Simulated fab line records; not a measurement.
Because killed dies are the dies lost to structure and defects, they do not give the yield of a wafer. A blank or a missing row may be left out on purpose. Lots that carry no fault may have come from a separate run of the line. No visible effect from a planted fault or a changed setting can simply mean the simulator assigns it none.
Which tool did it?	flow gf180mcu	13 lots with 39 wafers sampled at 4 steps, on a route of 602 steps

## WHAT THE GAUGES READ, wafer by wafer
GF_VT_IMPLANT_TW_MEAS_10. Usual: VT_IMPLANT_TW gives 562.1 (standard deviation 2.9).
lot	measured	on	VT_IMPLANT_TW	flag
L470	day 5 12:23	film metro-02	556.0 554.6 554.8	
L471	day 5 22:16	film metro-01	561.8 560.3 561.3	
L472	day 6 01:33	film metro-03	562.3 559.4 562.5	
L475	day 7 00:56	film metro-03	562.6 563.7 562.4	
L476	day 7 09:24	film metro-03	566.8 562.9 563.2	
L477	day 7 16:28	film metro-03	566.9 565.5 566.6	
L478	day 7 19:25	film metro-01	561.3 562.3 559.1	
L480	day 8 03:17	film metro-01	566.7 568.7 567.3	
L482	day 8 18:24	film metro-02	555.9 560.2 562.3	
L483	day 8 23:21	film metro-01	563.6 566.3 567.0	
L484	day 9 10:31	film metro-02	563.1 561.9 561.0	
L487	day 9 23:12	film metro-03	560.1 558.6 562.0	
L492	day 11 07:22	film metro-02	561.1 561.4 562.6	

GF_VT_IMPLANT_RS_MEAS_47: the measuring method here is four-point-probe. Usual: NWELL_RS gives 487.8 ohm/sq (standard deviation 1.3).
lot	measured	on	NWELL_RS (ohm/sq)	flag
L470	day 7 09:28	film metro-04	489.6 488.0 488.5	
L471	day 7 21:44	film metro-04	486.8 488.2 485.9	
L472	day 8 01:41	film metro-03	488.2 486.8 485.7	
L475	day 9 03:22	film metro-02	487.3 488.6 489.5	
L476	day 9 12:42	film metro-04	486.8 487.1 487.4	
L477	day 9 21:22	film metro-04	488.2 485.6 486.6	
L478	day 9 22:04	film metro-02	486.3 487.6 485.9	
L480	day 10 07:37	film metro-03	486.7 486.7 487.9	
L482	day 11 01:40	film metro-02	488.7 488.3 489.0	
L483	day 11 04:23	film metro-03	490.9 489.4 488.3	
L484	day 11 18:25	film metro-03	488.5 487.2 488.7	
L487	day 12 06:54	film metro-02	486.8 486.8 486.0	
L492	day 13 17:52	film metro-02	488.1 488.0 487.0	

GF_POLY_GATE_OVL_MEAS_11. Usual: POLY_GATE_OVL gives 1 nm (standard deviation 4.9).
lot	measured	on	POLY_GATE_OVL (nm)	flag
L470	day 8 23:20	overlay-01	-2 -5 -4	
L471	day 9 12:56	overlay-02	3 2 -1	
L472	day 9 17:17	overlay-02	-1 -4 -2	
L475	day 10 22:56	overlay-02	-5 3 4	
L476	day 11 08:08	overlay-02	3 2 2	
L477	day 11 15:50	overlay-01	-10 -3 -4	
L478	day 11 18:14	overlay-02	0 -3 4	
L480	day 12 02:27	overlay-01	-2 6 7	
L482	day 12 22:35	overlay-02	-4 0 -1	
L483	day 13 00:02	overlay-02	-2 0 -1	
L484	day 13 16:02	overlay-02	10 13 9	
L487	day 14 08:44	overlay-02	6 1 12	
L492	day 15 16:14	overlay-02	10 4 1	

## WHAT TOOL EACH LOT RAN ON (gives the tool, then ch and the chambers of the sampled wafers, and finally the start)
lot	GF_DUAL_GATE_SOFTBAKE_07
L470	litho track-01 ch 0, day 7 19:31
L471	litho track-04 ch 0, day 8 08:04
L472	litho track-02 ch 0, day 8 12:17
L475	litho track-04 ch 0, day 9 14:22
L476	litho track-04 ch 0, day 10 00:34
L477	litho track-02 ch 0, day 10 07:44
L478	litho track-04 ch 0, day 10 09:43
L480	litho track-02 ch 0, day 10 19:21
L482	litho track-02 ch 0, day 11 13:11
L483	litho track-04 ch 0, day 11 16:11
L484	litho track-04 ch 0, day 12 06:22
L487	litho track-04 ch 0, day 12 21:29
L492	litho track-02 ch 0, day 14 05:51
- GF_DUAL_GATE_SOFTBAKE_07: time 60 s.

## AS READ BY THE TOOLS THEMSELVES (means over the sampled wafers that have a number; for cases with no such wafer, the mark the record gives instead)
GF_DUAL_GATE_SOFTBAKE_07. Usual: run length s 89.13 s, standard deviation 0.24.
lot	tool	run length s (s)	flag
L470	litho track-01	89.34	
L471	litho track-04	88.83	
L472	litho track-02	89.29	
L475	litho track-04	88.96	
L476	litho track-04	88.85	
L477	litho track-02	89.30	
L478	litho track-04	88.90	
L480	litho track-02	89.20	
L482	litho track-02	89.29	
L483	litho track-04	89.00	
L484	litho track-04	89.01	
L487	litho track-04	100.71	OFF
L492	litho track-02	89.23	

## THE ANSWER, worked out from the rows above alone
Rule: a lot counts as off when the mean over its wafers that have a number is more than 3 standard deviations away from the usual mean. Also off: a lot with no number at a reading for which 4 or more lots have one. Any other lot the step has rows for is counted as sound. The gauges are gone through in route order, then the tools' own readings, and for those a lot's mean is taken as printed above. At the first step where some lot is off, the reading lying furthest off is the one used; lots without a number count as furthest.
Off: L487 (GF_DUAL_GATE_SOFTBAKE_07, run length s).
If a tool, at that step or one of the process steps before it, ran each lot that is off and ran no sound lot following the first of them, it fits. One fits: litho track-04 at GF_DUAL_GATE_SOFTBAKE_07. Its last sound lot is L484 (day 12 06:22), its first lot that is off L487 (day 12 21:29): a fault that began between those two fits.
On the lots that are off, the tool's own readings at GF_DUAL_GATE_SOFTBAKE_07 differ by more than 5 times the standard deviation of the sound lots' means, which bears it out; run length s reads 100.71 s there versus 89.10 s on the sound lots.

## WHAT THE SIMULATOR HAD PUT IN
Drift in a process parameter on litho track-04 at GF_DUAL_GATE_SOFTBAKE_07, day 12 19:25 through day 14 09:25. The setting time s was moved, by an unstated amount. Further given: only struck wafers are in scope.
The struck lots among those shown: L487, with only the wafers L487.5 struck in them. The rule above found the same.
